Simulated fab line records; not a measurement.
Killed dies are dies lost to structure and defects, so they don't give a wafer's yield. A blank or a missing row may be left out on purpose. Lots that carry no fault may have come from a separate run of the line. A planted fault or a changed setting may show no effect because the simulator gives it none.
fab line records ; flow sfq-line
record: lots: 5; wafers: 23
route steps=325 shown INCOMING@2 L0@7 L0V@18 M0@29 I0@47 M1@62
start-h: hours from the record's first day to the start of the lot's first wafer shown ; wait-h: hours elapsed since this lot's preceding step ; " unchanged from the row above ; L1.1+2: several wafers, shown together as one row ; - no value present, or no start provided ; * or withheld: withheld ; < > ~ a bound
route shown NAME@n: names a module that has steps shown in the file, with the first one's number in the route ; usual: mean and standard deviation over wafers with no fault ; same: alike in all rows ; chamber/n: place in a boat ; sites: readings site by site ; _std_site: the standard deviation of these ; _edge_site: the outer-site mean with the inner-site mean subtracted ; radius-mm: for every site, how far away it sits from the centre of the wafer ; mask NAME#n: copy n ; behind: the tool/chamber that last shaped the wafer ; hold: what put the lot on hold/how long, in hours/how the hold closed ; device: the n, p or np transistor that did not switch ; end of line: the tests these same wafers got at the end of their route ; for a step that has no rows: nothing shown but its recipe ; killed: count of dies lost to structure and defects at first sort (not the wafer's yield) ; map: dies across one wafer; x = killed, . = not, _ = none there
set.NAME: the setting as run; set.NAME@STEP: as run at that earlier step ; model.NAME: the simulator's own value behind a step, which no gauge read
lots where settings were altered on purpose, with a table for each step and a row for each wafer
== steps ==
step: SFQ_TRILAYER_INCOMING_OXIDATION_002
recipe: temp-c: 1000; ambient: H2O; target-thk-a: 5000; p-h2o-torr: 720; ox-time-s: 4939
lot.wafer;tool;chamber;start-h;wait-h;set.ox-time-s;model.SiO2_of_TRILAYER_INCOMING_OXIDATION_002.thk-nm
L077.1;-;-;-;0.1;4939;499.5
L077.2;-;-;-;0.1;4939;500.2
L077.3;-;-;-;0.1;4939;502.7
L077.4;-;-;-;0.1;4939;494.6
L077.6;-;-;-;0.1;4939;498.7
L078.1;-;-;-;0.1;5242;516.5
L078.2;-;-;-;0.1;5242;507.8
L078.3;-;-;-;0.1;5242;518.5
L078.5;-;-;-;0.1;5242;516.6
L078.6;-;-;-;0.1;5242;509.1
L079.1;-;-;-;0.1;4716;484.1
L079.2;-;-;-;0.1;4716;480.6
L079.3;-;-;-;0.1;4716;488.8
L079.4;-;-;-;0.1;4716;483.3
L079.6;-;-;-;0.1;4716;478
L082.1;-;-;-;0.1;5282;527.6
L082.3;-;-;-;0.1;5282;518.6
L082.4;-;-;-;0.1;5282;508.6
L082.5;-;-;-;0.1;5282;501.2
L082.6;-;-;-;0.1;5282;522.8
L084.1;furnace-01;0;60.12;0.1;4939;485.2
L084.4;furnace-01;0;60.12;0.1;4939;481.6
L084.5;furnace-01;0;60.12;0.1;4939;482.8
step: SFQ_TRILAYER_L0_LITHO_COAT_005
recipe: resist: KrF; spin-rpm: 3000; resist-thk-nm: 600
lot.wafer;tool;chamber;start-h;wait-h;set.resist-thk-nm;model.KrF_of_TRILAYER_L0_LITHO_COAT_005.thk-nm
L077.1;litho-track-02;0;28.04;0.2;619.5;616.1
L077.2;litho-track-02;0;28.04;0.2;619.5;618.3
L077.3;litho-track-02;0;28.04;0.2;619.5;615.2
L077.4;litho-track-02;0;28.04;0.2;600;598.4
L077.6;litho-track-02;0;28.04;0.2;600;598.5
L078.1;litho-track-02;0;33.04;0.2;600;600.4
L078.2;litho-track-02;0;33.04;0.2;575.3;577.2
L078.3;litho-track-02;0;33.04;0.2;575.3;577
L078.5;litho-track-02;0;33.04;0.2;575.3;574.9
L078.6;litho-track-02;0;33.04;0.2;600;600.3
L079.1;litho-track-01;0;38.31;0.2;572.2;573.1
L079.2;litho-track-01;0;38.31;0.2;600;600.9
L079.3;litho-track-01;0;38.31;0.2;572.2;573.2
L079.4;litho-track-01;0;38.31;0.2;572.2;573.4
L079.6;litho-track-01;0;38.31;0.2;600;600.2
L082.1;litho-track-02;0;53.04;0.2;600;601.1
L082.3;litho-track-02;0;53.04;0.2;600;602.1
L082.4;litho-track-02;0;53.04;0.2;600;601.8
L082.5;litho-track-02;0;53.04;0.2;600;602.9
L082.6;litho-track-02;0;53.04;0.2;600;605.1
L084.1;litho-track-01;0;63.04;0.2;600;602.5
L084.4;litho-track-01;0;63.04;0.2;600;603
L084.5;litho-track-01;0;63.04;0.2;600;602.4
step: SFQ_TRILAYER_L0_LITHO_SOFTBAKE_009
recipe: temp-c: withheld; time-s: withheld; resist: KrF
step: SFQ_TRILAYER_L0_LITHO_EXPOSE_006
recipe: mask-id: L0; na: 0.6; source-shape: conventional; sigma-outer: 0.65; target-cd-nm: 2000; dose-mj: 14.4
step: SFQ_TRILAYER_L0_LITHO_PEB_008
recipe: peb-temp-c: 115; peb-time-s: 60; resist: KrF
step: SFQ_TRILAYER_L0_LITHO_DEVELOP_007
recipe: time-s: 60; resist: KrF
step: SFQ_TRILAYER_L0_BARC_OPEN_METAL_ETCH_010
recipe: mask-material: PR; chemistry: O2; target-depth-nm: 125; target: BARC; icp-w: 600; bias-w: 80; pressure-mtorr: 10; time-s: 41.7
lot.wafer;tool;chamber;start-h;wait-h;set.resist-thk-nm@TRILAYER_L0_LITHO_COAT_005;model.KrF_of_TRILAYER_L0_LITHO_COAT_005.thk-nm
L077.1+3;rie-metal-01;0,1;89.32;0.1;619.5;538.4
L077.2;rie-metal-01;1;89.32;0.1;619.5;541.6
L077.4;rie-metal-01;0;89.32;0.1;600;520.3
L077.6;rie-metal-01;0;89.32;0.1;600;520.7
L078.1;rie-metal-03;1;92.92;0.1;600;524.2
L078.2;rie-metal-03;0;92.92;0.1;575.3;499.3
L078.3;rie-metal-03;1;92.92;0.1;575.3;500.6
L078.5;rie-metal-03;1;92.92;0.1;575.3;498.5
L078.6;rie-metal-03;0;92.92;0.1;600;522.5
L079.1;rie-metal-01;0;103.72;0.1;572.2;495.1
L079.2;rie-metal-01;0;103.72;0.1;600;523.1
L079.3;rie-metal-01;0;103.72;0.1;572.2;495.2
L079.4;rie-metal-01;0;103.72;0.1;572.2;495.3
L079.6;rie-metal-01;0;103.72;0.1;600;522
L082.1;rie-metal-01;0;120.52;0.1;600;522.9
L082.3;rie-metal-01;1;120.52;0.1;600;524.5
L082.4;rie-metal-01;0;120.52;0.1;600;523.8
L082.5;rie-metal-01;1;120.52;0.1;600;525
L082.6;rie-metal-01;0;120.52;0.1;600;526.8
L084.1+5;rie-metal-01;0;133.72;0.1;600;524.8
L084.4;rie-metal-01;0;133.72;0.1;600;525.3
step: SFQ_TRILAYER_L0_ETCH_METAL_ETCH_008
recipe: target: MoNx_KI; stop-on: SiO2; mask-material: PR; chemistry: SF6/O2; target-depth-nm: 50; icp-w: 600; bias-w: 80; pressure-mtorr: 10; time-s: 25
lot.wafer;tool;chamber;start-h;wait-h;set.icp-w;set.resist-thk-nm@TRILAYER_L0_LITHO_COAT_005;model.KrF_of_TRILAYER_L0_LITHO_COAT_005.thk-nm
L077.1;rie-metal-01;0;89.38;0.0;555.2;619.5;499
L077.2;rie-metal-01;1;89.38;0.0;600;619.5;499.9
L077.3;rie-metal-01;1;89.38;0.0;600;619.5;496.9
L077.4;rie-metal-01;0;89.38;0.0;555.2;600;481.3
L077.6;rie-metal-01;0;89.38;0.0;555.2;600;481.4
L078.1;rie-metal-03;1;92.98;0.0;600;600;483
L078.2;rie-metal-03;0;92.98;0.0;600;575.3;456.8
L078.3;rie-metal-03;1;92.98;0.0;600;575.3;459.4
L078.5;rie-metal-03;1;92.98;0.0;600;575.3;457.2
L078.6;rie-metal-03;0;92.98;0.0;600;600;480.4
L079.1;rie-metal-01;0;103.84;0.1;600;572.2;453
L079.2;rie-metal-01;0;103.84;0.1;658;600;477.4
L079.3;rie-metal-01;0;103.84;0.1;658;572.2;449.2
L079.4;rie-metal-01;0;103.84;0.1;600;572.2;453.1
L079.6;rie-metal-01;0;103.84;0.1;658;600;476.3
L082.1;rie-metal-01;0;120.58;0.0;648.2;600;477.9
L082.3;rie-metal-01;1;120.58;0.0;600;600;483
L082.4;rie-metal-01;0;120.58;0.0;648.2;600;478.9
L082.5;rie-metal-01;1;120.58;0.0;648.2;600;480.4
L082.6;rie-metal-01;0;120.58;0.0;600;600;484.9
L084.1;rie-metal-01;0;133.78;0.0;600;600;482.5
L084.4;rie-metal-01;0;133.78;0.0;600;600;483.3
L084.5;rie-metal-01;0;133.78;0.0;600;600;482.9
step: SFQ_TRILAYER_L0_VIA_LITHO_COAT_013
recipe: resist: KrF; spin-rpm: 3000; resist-thk-nm: 650
lot.wafer;tool;chamber;start-h;wait-h;set.resist-thk-nm;model.KrF_of_TRILAYER_L0_VIA_LITHO_COAT_013.thk-nm
L077.1;litho-track-04;0;90.54;0.2;619.5;620.2
L077.2;litho-track-04;0;90.54;0.2;619.5;619.6
L077.3;litho-track-04;0;90.54;0.2;650;650.9
L077.4;litho-track-04;0;90.54;0.2;650;648.8
L077.6;litho-track-04;0;90.54;0.2;619.5;618.7
L078.1;litho-track-03;0;94.14;0.2;650;652.8
L078.2;litho-track-03;0;94.14;0.2;674.5;675.4
L078.3;litho-track-03;0;94.14;0.2;674.5;676.1
L078.5;litho-track-03;0;94.14;0.2;650;653.4
L078.6;litho-track-03;0;94.14;0.2;650;650.6
L079.1;litho-track-03;0;105.63;0.2;619.9;621.8
L079.2;litho-track-03;0;105.63;0.2;619.9;619.8
L079.3;litho-track-03;0;105.63;0.2;650;652.3
L079.4;litho-track-03;0;105.63;0.2;619.9;620.6
L079.6;litho-track-03;0;105.63;0.2;650;650.3
L082.1;litho-track-04;0;121.72;0.2;621.2;618.8
L082.3;litho-track-04;0;121.72;0.2;650;648
L082.4;litho-track-04;0;121.72;0.2;621.2;617.7
L082.5;litho-track-04;0;121.72;0.2;650;647.2
L082.6;litho-track-04;0;121.72;0.2;650;646.5
L084.1+5;litho-track-04;0;134.92;0.2;650;651
L084.4;litho-track-04;0;134.92;0.2;650;652.5
step: SFQ_TRILAYER_L0_VIA_LITHO_PEB_016
recipe: peb-temp-c: 115; peb-time-s: 60; resist: KrF
lot.wafer;tool;chamber;start-h;wait-h;set.peb-temp-c
L077.1+2;litho-track-03;0;175.66;1.0;115
L077.3+4+6;litho-track-03;0;175.66;1.0;117.4
L078.1+2+3+5+6;litho-track-03;0;181.66;1.0;115
L079.1+2+3+4+6;litho-track-03;0;196.06;1.0;115
L082.1+3+4+5+6;litho-track-02;0;219.02;1.0;115
L084.1+4+5;litho-track-04;0;228.62;1.0;115
step: SFQ_TRILAYER_L0_VIA_LITHO_DEVELOP_015
recipe: time-s: 60; resist: KrF
step: SFQ_TRILAYER_L0_VIA_BARC_OPEN_VIA_ETCH_021
recipe: mask-material: PR; chemistry: O2; target-depth-nm: 125; target: BARC; source-w: 500; bias-w: 80; pressure-mtorr: 30; time-s: 41.7
lot.wafer;tool;chamber;start-h;wait-h;set.resist-thk-nm@TRILAYER_L0_VIA_LITHO_COAT_013;model.KrF_of_TRILAYER_L0_VIA_LITHO_COAT_013.thk-nm
L077.1;rie-diel-01;2;176.00;0.0;619.5;543.4
L077.2;rie-diel-01;1;176.00;0.0;619.5;544.4
L077.3;rie-diel-01;3;176.00;0.0;650;574.4
L077.4;rie-diel-01;0;176.00;0.0;650;572.4
L077.6;rie-diel-01;3;176.00;0.0;619.5;542
L078.1+6;rie-diel-04;1,0;182.00;0.0;650;576.1
L078.2;rie-diel-04;0;182.00;0.0;674.5;600.4
L078.3;rie-diel-04;2;182.00;0.0;674.5;602.1
L078.5;rie-diel-04;1;182.00;0.0;650;576.8
L079.1;rie-diel-04;3;196.40;0.0;619.9;548
L079.2;rie-diel-04;0;196.40;0.0;619.9;545.4
L079.3;rie-diel-04;1;196.40;0.0;650;576.1
L079.4;rie-diel-04;2;196.40;0.0;619.9;546.2
L079.6;rie-diel-04;0;196.40;0.0;650;575.6
L082.1;rie-diel-01;2;219.35;0.0;621.2;543.2
L082.3;rie-diel-01;0;219.35;0.0;650;571.6
L082.4;rie-diel-01;3;219.35;0.0;621.2;541.9
L082.5;rie-diel-01;0;219.35;0.0;650;570.6
L082.6;rie-diel-01;3;219.35;0.0;650;570.9
L084.1;rie-diel-03;1;228.95;0.0;650;572.4
L084.4;rie-diel-03;0;228.95;0.0;650;575.8
L084.5;rie-diel-03;2;228.95;0.0;650;576.1
step: SFQ_TRILAYER_M0_DEP_SPUTTER_019
recipe: material: Nb; base-pressure-pa: 1.33e-06; chamber-pressure-pa: 0.1333; substrate-temp-c: 20; resputter-cathode-voltage-v: 400; target-thk-nm: 200; power-w: 2000; time-s: 133.3
lot.wafer;tool;chamber;start-h;wait-h;set.time-s;model.Nb_of_TRILAYER_M0_DEP_SPUTTER_019.thk-nm
L077.1;pvd-sputter-03;-;177.49;0.0;133.3;201.4
L077.2;pvd-sputter-03;-;177.49;0.0;153.1;229.1
L077.3;pvd-sputter-03;-;177.49;0.0;133.3;199.4
L077.4;pvd-sputter-03;-;177.49;0.0;153.1;233.8
L077.6;pvd-sputter-03;-;177.49;0.0;133.3;200.9
L078.1;pvd-sputter-04;-;182.89;0.0;133.3;197.8
L078.2;pvd-sputter-04;-;182.89;0.0;133.3;198.1
L078.3;pvd-sputter-04;-;182.89;0.0;122;185.1
L078.5;pvd-sputter-04;-;182.89;0.0;122;181.5
L078.6;pvd-sputter-04;-;182.89;0.0;122;184.1
L079.1;pvd-sputter-03;-;197.30;0.0;151.7;229
L079.2;pvd-sputter-03;-;197.30;0.0;133.3;198
L079.3;pvd-sputter-03;-;197.30;0.0;151.7;226.8
L079.4;pvd-sputter-03;-;197.30;0.0;133.3;198.2
L079.6;pvd-sputter-03;-;197.30;0.0;151.7;225.7
L082.1;pvd-sputter-03;-;220.24;0.0;133.3;199.1
L082.3;pvd-sputter-03;-;220.24;0.0;133.3;197.6
L082.4;pvd-sputter-03;-;220.24;0.0;127.7;192.9
L082.5;pvd-sputter-03;-;220.24;0.0;127.7;190.9
L082.6;pvd-sputter-03;-;220.24;0.0;133.3;200.4
L084.1;pvd-sputter-03;-;229.84;0.0;133.3;201.7
L084.4;pvd-sputter-03;-;229.84;0.0;133.3;199.6
L084.5;pvd-sputter-03;-;229.84;0.0;133.3;199.9
step: SFQ_M0_RS_MEAS_904
recipe: thk-meas-gauge: four-point-probe; reads: Nb_of_TRILAYER_M0_DEP_SPUTTER_019
usual: M0_NB_RS: 0.890/0.012
lot.wafer;tool;chamber;start-h;wait-h;set.time-s@TRILAYER_M0_DEP_SPUTTER_019;M0_NB_RS[ohm/sq]
L077.1;film-metro-03;-;177.58;0.0;133.3;0.884
L077.2;film-metro-03;-;177.58;0.0;153.1;0.778
L077.3;film-metro-03;-;177.58;0.0;133.3;0.893
L077.4;film-metro-03;-;177.58;0.0;153.1;0.761
L077.6;film-metro-03;-;177.58;0.0;133.3;0.885
L078.1;film-metro-04;-;182.98;0.0;133.3;0.899
L078.2;film-metro-04;-;182.98;0.0;133.3;0.898
L078.3;film-metro-04;-;182.98;0.0;122;0.959
L078.5;film-metro-04;-;182.98;0.0;122;0.980
L078.6;film-metro-04;-;182.98;0.0;122;0.966
L079.1;film-metro-01;-;197.39;0.0;151.7;0.775
L079.2;film-metro-01;-;197.39;0.0;133.3;0.896
L079.3;film-metro-01;-;197.39;0.0;151.7;0.783
L079.4;film-metro-01;-;197.39;0.0;133.3;0.898
L079.6;film-metro-01;-;197.39;0.0;151.7;0.786
L082.1;film-metro-03;-;220.33;0.0;133.3;0.895
L082.3;film-metro-03;-;220.33;0.0;133.3;0.902
L082.4;film-metro-03;-;220.33;0.0;127.7;0.923
L082.5;film-metro-03;-;220.33;0.0;127.7;0.934
L082.6;film-metro-03;-;220.33;0.0;133.3;0.889
L084.1;film-metro-04;-;229.93;0.0;133.3;0.881
L084.4;film-metro-04;-;229.93;0.0;133.3;0.892
L084.5;film-metro-04;-;229.93;0.0;133.3;0.888
step: SFQ_TRILAYER_M0_LITHO_COAT_021
recipe: resist: KrF; spin-rpm: 3000; resist-thk-nm: 600
lot.wafer;tool;chamber;start-h;wait-h;set.spin-rpm;model.KrF_of_TRILAYER_M0_LITHO_COAT_021.thk-nm
L077.1;litho-track-02;0;178.06;0.2;3000;599.7
L077.2+4;litho-track-02;0;178.06;0.2;3115;-
L077.3;litho-track-02;0;178.06;0.2;3115;588
L077.6;litho-track-02;0;178.06;0.2;3000;600.4
L078.1;litho-track-04;0;183.46;0.2;3000;597.3
L078.2;litho-track-04;0;183.46;0.2;3000;598
L078.3;litho-track-04;0;183.46;0.2;3000;-
L078.5+6;litho-track-04;0;183.46;0.2;3217;-
L079.1+3;litho-track-04;0;197.87;0.2;2802;-
L079.2;litho-track-04;0;197.87;0.2;2802;621.3
L079.4;litho-track-04;0;197.87;0.2;3000;601.9
L079.6;litho-track-04;0;197.87;0.2;3000;-
L082.1;litho-track-02;0;220.81;0.2;3000;599.6
L082.3;litho-track-02;0;220.81;0.2;3000;598.5
L082.4;litho-track-02;0;220.81;0.2;3000;600.7
L082.5;litho-track-02;0;220.81;0.2;3000;599.8
L082.6;litho-track-02;0;220.81;0.2;3000;598.9
L084.1;litho-track-02;0;230.41;0.2;3000;598
L084.4;litho-track-02;0;230.41;0.2;3000;596.9
L084.5;litho-track-02;0;230.41;0.2;3000;596.1
step: SFQ_TRILAYER_M0_LITHO_SOFTBAKE_025
recipe: temp-c: withheld; time-s: withheld; resist: KrF
step: SFQ_TRILAYER_M0_LITHO_EXPOSE_022
recipe: mask-id: M0; na: 0.6; source-shape: conventional; sigma-outer: 0.65; target-cd-nm: 500; dose-mj: 14.4
step: SFQ_TRILAYER_M0_LITHO_DEVELOP_023
recipe: time-s: 60; resist: KrF
step: SFQ_TRILAYER_M0_BARC_OPEN_METAL_ETCH_031
recipe: mask-material: PR; chemistry: O2; target-depth-nm: 125; target: BARC; icp-w: 600; bias-w: 78.34; pressure-mtorr: 10; time-s: 41.7
lot.wafer;tool;chamber;start-h;wait-h;set.spin-rpm@TRILAYER_M0_LITHO_COAT_021;model.KrF_of_TRILAYER_M0_LITHO_COAT_021.thk-nm
L077.1;rie-metal-02;0;284.15;0.0;3000;522
L077.2+4;rie-metal-02;1,0;284.15;0.0;3115;-
L077.3;rie-metal-02;1;284.15;0.0;3115;511.2
L077.6;rie-metal-02;1;284.15;0.0;3000;523.5
L078.1;rie-metal-04;1;292.55;0.0;3000;522
L078.2;rie-metal-04;0;292.55;0.0;3000;522.5
L078.3;rie-metal-04;1;292.55;0.0;3000;-
L078.5+6;rie-metal-04;1,0;292.55;0.0;3217;-
L079.1+3;rie-metal-01;1;306.95;0.0;2802;-
L079.2;rie-metal-01;0;306.95;0.0;2802;544.7
L079.4;rie-metal-01;0;306.95;0.0;3000;525.7
L079.6;rie-metal-01;1;306.95;0.0;3000;-
L082.1;rie-metal-04;1;336.88;0.0;3000;525.5
L082.3;rie-metal-04;0;336.88;0.0;3000;523.2
L082.4;rie-metal-04;1;336.88;0.0;3000;526.7
L082.5;rie-metal-04;0;336.88;0.0;3000;524.6
L082.6;rie-metal-04;1;336.88;0.0;3000;524.5
L084.1;rie-metal-01;0;348.88;0.0;3000;521.3
L084.4;rie-metal-01;1;348.88;0.0;3000;521.1
L084.5;rie-metal-01;0;348.88;0.0;3000;519.1
step: SFQ_TRILAYER_M0_ETCH_METAL_ETCH_024
recipe: target: Nb; stop-on: SiO2; mask-material: PR; chemistry: Cl2/Ar; target-depth-nm: 240; icp-w: 600; bias-w: 80; pressure-mtorr: 10; time-s: 120
usual: oes-product-au: 0.895/0.0083
lot.wafer;tool;chamber;start-h;wait-h;set.time-s@TRILAYER_M0_DEP_SPUTTER_019;set.spin-rpm@TRILAYER_M0_LITHO_COAT_021;oes-product-au;model.KrF_of_TRILAYER_M0_LITHO_COAT_021.thk-nm
L077.1;rie-metal-02;0;284.21;0.0;133.3;3000;0.902;377.4
L077.2;rie-metal-02;1;284.21;0.0;153.1;3115;0.968;-
L077.3;rie-metal-02;1;284.21;0.0;133.3;3115;0.897;369
L077.4;rie-metal-02;0;284.21;0.0;153.1;3115;0.986;-
L077.6;rie-metal-02;1;284.21;0.0;133.3;3000;0.891;382.9
L078.1;rie-metal-04;1;292.61;0.0;133.3;3000;0.897;385.3
L078.2;rie-metal-04;0;292.61;0.0;133.3;3000;0.891;384.8
L078.3;rie-metal-04;1;292.61;0.0;122;3000;0.854;-
L078.5;rie-metal-04;1;292.61;0.0;122;3217;0.839;-
L078.6;rie-metal-04;0;292.61;0.0;122;3217;0.857;-
L079.1;rie-metal-01;1;307.01;0.0;151.7;2802;0.967;-
L079.2;rie-metal-01;0;307.01;0.0;133.3;2802;0.885;402.7
L079.3;rie-metal-01;1;307.01;0.0;151.7;2802;0.958;-
L079.4;rie-metal-01;0;307.01;0.0;133.3;3000;0.892;384.7
L079.6;rie-metal-01;1;307.01;0.0;151.7;3000;0.956;-
L082.1;rie-metal-04;1;336.94;0.0;133.3;3000;0.901;390
L082.3;rie-metal-04;0;336.94;0.0;133.3;3000;0.892;385.6
L082.4;rie-metal-04;1;336.94;0.0;127.7;3000;0.872;392
L082.5;rie-metal-04;0;336.94;0.0;127.7;3000;0.871;387.4
L082.6;rie-metal-04;1;336.94;0.0;133.3;3000;0.900;389.8
L084.1;rie-metal-01;0;348.94;0.0;133.3;3000;0.910;379.1
L084.4;rie-metal-01;1;348.94;0.0;133.3;3000;0.884;381.9
L084.5;rie-metal-01;0;348.94;0.0;133.3;3000;0.896;376.6
step: SFQ_TRILAYER_I0_VIA_LITHO_COAT_036
recipe: resist: BARC; spin-rpm: 3000; resist-thk-nm: 62
lot.wafer;tool;chamber;start-h;wait-h;set.resist-thk-nm;model.BARC_of_TRILAYER_I0_VIA_LITHO_COAT_036.thk-nm
L077.1+3;litho-track-04;0;289.51;1.0;62;61.96
L077.2;litho-track-04;0;289.51;1.0;62;62.15
L077.4;litho-track-04;0;289.51;1.0;62;61.98
L077.6;litho-track-04;0;289.51;1.0;62;61.95
L078.1;litho-track-03;0;297.91;1.0;62;62.03
L078.2;litho-track-03;0;297.91;1.0;65.54;65.67
L078.3;litho-track-03;0;297.91;1.0;62;61.98
L078.5;litho-track-03;0;297.91;1.0;65.54;65.57
L078.6;litho-track-03;0;297.91;1.0;62;62.16
L079.1;litho-track-03;0;314.90;1.0;60.07;60.2
L079.2;litho-track-03;0;314.90;1.0;60.07;60.1
L079.3;litho-track-03;0;314.90;1.0;62;62.13
L079.4;litho-track-03;0;314.90;1.0;62;62.1
L079.6;litho-track-03;0;314.90;1.0;60.07;60.28
L082.1;litho-track-04;0;347.04;1.0;62;61.99
L082.3;litho-track-04;0;347.04;1.0;60;60.19
L082.4;litho-track-04;0;347.04;1.0;60;60.22
L082.5;litho-track-04;0;347.04;1.0;62;62.15
L082.6;litho-track-04;0;347.04;1.0;60;59.97
L084.1;litho-track-01;0;354.24;1.0;62;62.11
L084.4;litho-track-01;0;354.24;1.0;62;62.21
L084.5;litho-track-01;0;354.24;1.0;62;62.19
step: SFQ_TRILAYER_M1_LITHO_COAT_044
recipe: resist: BARC; spin-rpm: 3000; resist-thk-nm: 62
lot.wafer;tool;chamber;start-h;wait-h;set.spin-rpm;model.BARC_of_TRILAYER_M1_LITHO_COAT_044.thk-nm
L077.1+4;litho-track-02;0;408.58;0.1;3000;61.78
L077.2;litho-track-02;0;408.58;0.1;3000;61.91
L077.3;litho-track-02;0;408.58;0.1;3000;61.81
L077.6;litho-track-02;0;408.58;0.1;3000;61.9
L078.1;litho-track-03;0;414.60;0.1;3000;61.69
L078.2;litho-track-03;0;414.60;0.1;3000;61.78
L078.3;litho-track-03;0;414.60;0.1;3000;61.7
L078.5;litho-track-03;0;414.60;0.1;3000;61.63
L078.6;litho-track-03;0;414.60;0.1;3000;61.83
L079.1;litho-track-03;0;439.78;0.1;3000;62.01
L079.2;litho-track-03;0;439.78;0.1;3062;61.26
L079.3;litho-track-03;0;439.78;0.1;3062;61.44
L079.4;litho-track-03;0;439.78;0.1;3062;61.35
L079.6;litho-track-03;0;439.78;0.1;3000;61.88
L082.1;litho-track-03;0;480.53;0.1;3000;61.96
L082.3+4;litho-track-03;0;480.53;0.1;3180;60.06
L082.5;litho-track-03;0;480.53;0.1;3000;61.86
L082.6;litho-track-03;0;480.53;0.1;3000;61.73
L084.1;litho-track-02;0;491.31;0.1;3000;61.75
L084.4;litho-track-02;0;491.31;0.1;3000;62.08
L084.5;litho-track-02;0;491.31;0.1;3000;61.76
step: SFQ_TRILAYER_M1_LITHO_COAT_039
recipe: resist: KrF; spin-rpm: 3000; resist-thk-nm: 600
lot.wafer;tool;chamber;start-h;wait-h;set.spin-rpm;model.KrF_of_TRILAYER_M1_LITHO_COAT_039.thk-nm
L077.1;litho-track-02;0;408.88;0.2;3186;576.8
L077.2;litho-track-02;0;408.88;0.2;3000;596.6
L077.3;litho-track-02;0;408.88;0.2;3186;577.2
L077.4;litho-track-02;0;408.88;0.2;3186;578.4
L077.6;litho-track-02;0;408.88;0.2;3000;595.1
L078.1;litho-track-03;0;414.90;0.2;3000;598.2
L078.2;litho-track-03;0;414.90;0.2;3086;589.8
L078.3;litho-track-03;0;414.90;0.2;3000;595.5
L078.5;litho-track-03;0;414.90;0.2;3000;597.8
L078.6;litho-track-03;0;414.90;0.2;3086;590.4
L079.1;litho-track-03;0;440.08;0.2;3000;600.1
L079.2;litho-track-03;0;440.08;0.2;3000;599.2
L079.3;litho-track-03;0;440.08;0.2;3000;599.8
L079.4;litho-track-03;0;440.08;0.2;3000;601.2
L079.6;litho-track-03;0;440.08;0.2;3000;602.7
L082.1;litho-track-03;0;480.83;0.2;3104;590.2
L082.3;litho-track-03;0;480.83;0.2;3000;598.9
L082.4;litho-track-03;0;480.83;0.2;3104;589.5
L082.5;litho-track-03;0;480.83;0.2;3104;589.9
L082.6;litho-track-03;0;480.83;0.2;3000;598.2
L084.1;litho-track-02;0;491.61;0.2;3000;600.3
L084.4;litho-track-02;0;491.61;0.2;3000;600.6
L084.5;litho-track-02;0;491.61;0.2;3000;599.5
== key ==
split: step: SFQ_TRILAYER_INCOMING_OXIDATION_002; setting: ox-time-s; stated: 4939; by: lot
response: step: SFQ_TRILAYER_INCOMING_OXIDATION_002; reading: model.SiO2_of_TRILAYER_INCOMING_OXIDATION_002.thk-nm; change: +2.96; per: 1%; r: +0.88
split: step: SFQ_TRILAYER_L0_LITHO_COAT_005; setting: resist-thk-nm; stated: 600; by: wafer
response: step: SFQ_TRILAYER_L0_LITHO_COAT_005; reading: model.KrF_of_TRILAYER_L0_LITHO_COAT_005.thk-nm; change: +5.8; per: 1%; r: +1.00
response: step: SFQ_TRILAYER_L0_BARC_OPEN_METAL_ETCH_010; reading: model.KrF_of_TRILAYER_L0_LITHO_COAT_005.thk-nm; change: +5.86; per: 1%; r: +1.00
response: step: SFQ_TRILAYER_L0_ETCH_METAL_ETCH_008; reading: model.KrF_of_TRILAYER_L0_LITHO_COAT_005.thk-nm; change: +5.52; per: 1%; r: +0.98
split: step: SFQ_TRILAYER_L0_ETCH_METAL_ETCH_008; setting: icp-w; stated: 600; by: wafer
response none clear
split: step: SFQ_TRILAYER_L0_VIA_LITHO_COAT_013; setting: resist-thk-nm; stated: 650; by: wafer
response: step: SFQ_TRILAYER_L0_VIA_LITHO_COAT_013; reading: model.KrF_of_TRILAYER_L0_VIA_LITHO_COAT_013.thk-nm; change: +6.48; per: 1%; r: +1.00
response: step: SFQ_TRILAYER_L0_VIA_BARC_OPEN_VIA_ETCH_021; reading: model.KrF_of_TRILAYER_L0_VIA_LITHO_COAT_013.thk-nm; change: +6.43; per: 1%; r: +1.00
split: step: SFQ_TRILAYER_L0_VIA_LITHO_PEB_016; setting: peb-temp-c; stated: 115; by: wafer
response none clear
split: step: SFQ_TRILAYER_M0_DEP_SPUTTER_019; setting: time-s; stated: 133.3; by: wafer
response: step: SFQ_TRILAYER_M0_DEP_SPUTTER_019; reading: model.Nb_of_TRILAYER_M0_DEP_SPUTTER_019.thk-nm; change: +2.02; per: 1%; r: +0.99
response: step: SFQ_M0_RS_MEAS_904; reading: M0_NB_RS; change: -0.00816; per: 1%; r: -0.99
response: step: SFQ_TRILAYER_M0_ETCH_METAL_ETCH_024; reading: oes-product-au; change: +0.00535; per: 1%; r: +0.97
split: step: SFQ_TRILAYER_M0_LITHO_COAT_021; setting: spin-rpm; stated: 3000; by: wafer
response: step: SFQ_TRILAYER_M0_LITHO_COAT_021; reading: model.KrF_of_TRILAYER_M0_LITHO_COAT_021.thk-nm; change: -3; per: 1%; r: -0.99
response: step: SFQ_TRILAYER_M0_BARC_OPEN_METAL_ETCH_031; reading: model.KrF_of_TRILAYER_M0_LITHO_COAT_021.thk-nm; change: -2.92; per: 1%; r: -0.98
response: step: SFQ_TRILAYER_M0_ETCH_METAL_ETCH_024; reading: model.KrF_of_TRILAYER_M0_LITHO_COAT_021.thk-nm; change: -2.78; per: 1%; r: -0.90
split: step: SFQ_TRILAYER_I0_VIA_LITHO_COAT_036; setting: resist-thk-nm; stated: 62; by: wafer
response: step: SFQ_TRILAYER_I0_VIA_LITHO_COAT_036; reading: model.BARC_of_TRILAYER_I0_VIA_LITHO_COAT_036.thk-nm; change: +0.619; per: 1%; r: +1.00
split: step: SFQ_TRILAYER_M1_LITHO_COAT_044; setting: spin-rpm; stated: 3000; by: wafer
response: step: SFQ_TRILAYER_M1_LITHO_COAT_044; reading: model.BARC_of_TRILAYER_M1_LITHO_COAT_044.thk-nm; change: -0.297; per: 1%; r: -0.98
split: step: SFQ_TRILAYER_M1_LITHO_COAT_039; setting: spin-rpm; stated: 3000; by: wafer
response: step: SFQ_TRILAYER_M1_LITHO_COAT_039; reading: model.KrF_of_TRILAYER_M1_LITHO_COAT_039.thk-nm; change: -2.8; per: 1%; r: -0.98
